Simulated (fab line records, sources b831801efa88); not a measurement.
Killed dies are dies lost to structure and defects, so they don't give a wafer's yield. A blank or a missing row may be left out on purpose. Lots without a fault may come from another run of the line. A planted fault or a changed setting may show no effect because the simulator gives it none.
A struck lot beside a sound one | flow sky130 | 37 steps out of a route of 708
Sound: wafers L306.2, L306.3, L306.6. Struck: wafers L307.1, L307.2, L307.4. The cause comes at the end.
At each step with rows: each side's tool, then ch and its chambers, then its first start. Under that, the readings that differ: sound wafers | struck wafers | difference of the means | sigmas: that difference in standard deviations of wafers without a fault.
alike: readings whose means differ by less than 2 such deviations, and words and numbers that are the same on both sides. not compared: withheld readings, readings that some wafer has no value for, bounds like >300 that may hide the same value, and numbers for which the record gives no deviation and whose values overlap.
The two part at a step that has a row with sigmas, a row that says differs or no value, or rows on one side only. Numbers that don't overlap but have no deviation are shown without sigmas and don't part them. A reading that every wafer of one side lacks parts them only if that side has two wafers or more.

first, 9 steps without rows for these wafers: SKY_VT_ADJUST_NCORE_COAT_02 (resist thk 1140 nm); SKY_VT_ADJUST_NCORE_SOFTBAKE_03 (time 60 s); SKY_VT_ADJUST_NCORE_EXPOSE_04 (exposes mask LVTN COMPLEMENT THIN, target cd 380 nm); SKY_VT_ADJUST_NCORE_PEB_05; SKY_VT_ADJUST_NCORE_DEVELOP_06 (develop time 60 s); SKY_VT_ADJUST_NCORE_IMPLANT_09; SKY_VT_ADJUST_NCORE_STRIP_10 (strips in O2/N2); SKY_VT_ADJUST_HVTR_DEHYDRATE_00 (time 60 s); SKY_VT_ADJUST_HVTR_HMDS_01 (prime time 60 s).
SKY_VT_ADJUST_HVTR_COAT_02: resist thk 1140 nm.
  sound on litho_track-03 ch 0, day 11 02:41; struck on litho_track-03, day 11 06:04
  no value came back on the struck wafers for chill_plate_temp_C (C), dispense_pressure_kPa (kPa); on the sound wafers chill_plate_temp_C (C) reads 22.95 22.96 22.89
then, 4 steps without rows for these wafers: SKY_VT_ADJUST_HVTR_SOFTBAKE_03 (time 60 s); SKY_VT_ADJUST_HVTR_EXPOSE_04 (exposes mask HVTRM, target cd 380 nm); SKY_VT_ADJUST_HVTR_PEB_05; SKY_VT_ADJUST_HVTR_DEVELOP_06 (develop time 60 s).
SKY_VT_ADJUST_HVTR_CD_MEAS_07: target cd 380 nm.
  sound on cd_sem-02, day 11 15:13; struck on cd_sem-02, day 11 18:51
  reading    | sound             | struck | difference                    | sigmas
  cd_nm (nm) | 381.4 383.9 383.0 | - - -  | no value on the struck wafers |
SKY_VT_ADJUST_HVTR_OVL_MEAS_08:
  sound on overlay-02, day 11 15:20; struck on overlay-01, day 11 18:58
  reading                 | sound         | struck | difference                    | sigmas
  VT_ADJUST_HVTR_OVL (nm) | 0.5 -1.8 -1.8 | - - -  | no value on the struck wafers |
then, 11 steps without rows for these wafers: SKY_VT_ADJUST_HVTR_IMPLANT_09; SKY_VT_ADJUST_HVTR_STRIP_10 (strips in O2/N2); SKY_VT_ADJUST_PCH_DEHYDRATE_00 (time 60 s); SKY_VT_ADJUST_PCH_HMDS_01 (prime time 60 s); SKY_VT_ADJUST_PCH_COAT_02 (resist thk 3000 nm); SKY_VT_ADJUST_PCH_SOFTBAKE_03; SKY_VT_ADJUST_PCH_EXPOSE_04 (exposes mask NWM, target cd 840 nm); SKY_VT_ADJUST_PCH_PEB_05; SKY_VT_ADJUST_PCH_DEVELOP_06 (develop time 60 s); SKY_VT_ADJUST_PCH_IMPLANT_08; SKY_VT_ADJUST_PCH_STRIP_09 (strips in O2/N2).
SKY_VT_ADJUST_PCH_TW_MEAS_10:
  sound on film_metro-03, day 12 16:24; struck on film_metro-02, day 12 19:28
  reading          | sound             | struck            | difference | sigmas
  VT_ADJUST_PCH_TW | 142.4 142.1 141.8 | 225.1 225.2 225.4 | +83.1      | +64
then, 7 steps without rows for these wafers: SKY_SONOS_TUNNEL_DEHYDRATE_00 (time 60 s); SKY_SONOS_TUNNEL_HMDS_01 (prime time 60 s); SKY_SONOS_TUNNEL_COAT_02 (resist thk 1140 nm); SKY_SONOS_TUNNEL_SOFTBAKE_03 (time 60 s); SKY_SONOS_TUNNEL_EXPOSE_04 (exposes mask TUNM, target cd 410 nm); SKY_SONOS_TUNNEL_PEB_05; SKY_SONOS_TUNNEL_DEVELOP_06 (develop time 60 s).
SKY_SONOS_TUNNEL_TW_MEAS_12:
  sound on film_metro-01, day 13 18:38; struck on film_metro-01, day 13 21:34
  reading         | sound             | struck            | difference | sigmas
  SONOS_TUNNEL_TW | 196.9 196.3 196.3 | 247.7 248.4 248.0 | +51.5      | +40
-- the record jumps here: 34 days lie between the struck wafers' starts before and after (it left off in module SONOS_TUNNEL and takes up again in module PAD_OPEN, whose first step shown is number 708 of the route) --
SKY_PAD_OPEN_PROBE_99:
  sound on prober-02, day 47 20:34; struck on prober-01, day 47 22:58
  reading             | sound    | struck      | difference | sigmas
  killed_at_front_end | 9 18 9   | 432 432 436 | +421       | +99 or more
  killed_dies         | 80 91 80 | 492 492 492 | +408       | +44
  killed_on_rim       | 12 15 17 | 96 96 96    | +81        | +23
  alike: killed_at_M0_to_M3, killed_at_M4_up, killed_at_contacts, killed_at_other, killed_open, killed_short

WHERE THEY PART
First at SKY_VT_ADJUST_HVTR_COAT_02; last, within this record, at SKY_PAD_OPEN_PROBE_99.

WHY: what the simulator had put in
Skipped step whole: litho_track-03, from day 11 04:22 on, at SKY_VT_ADJUST_HVTR_COAT_02. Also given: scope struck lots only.
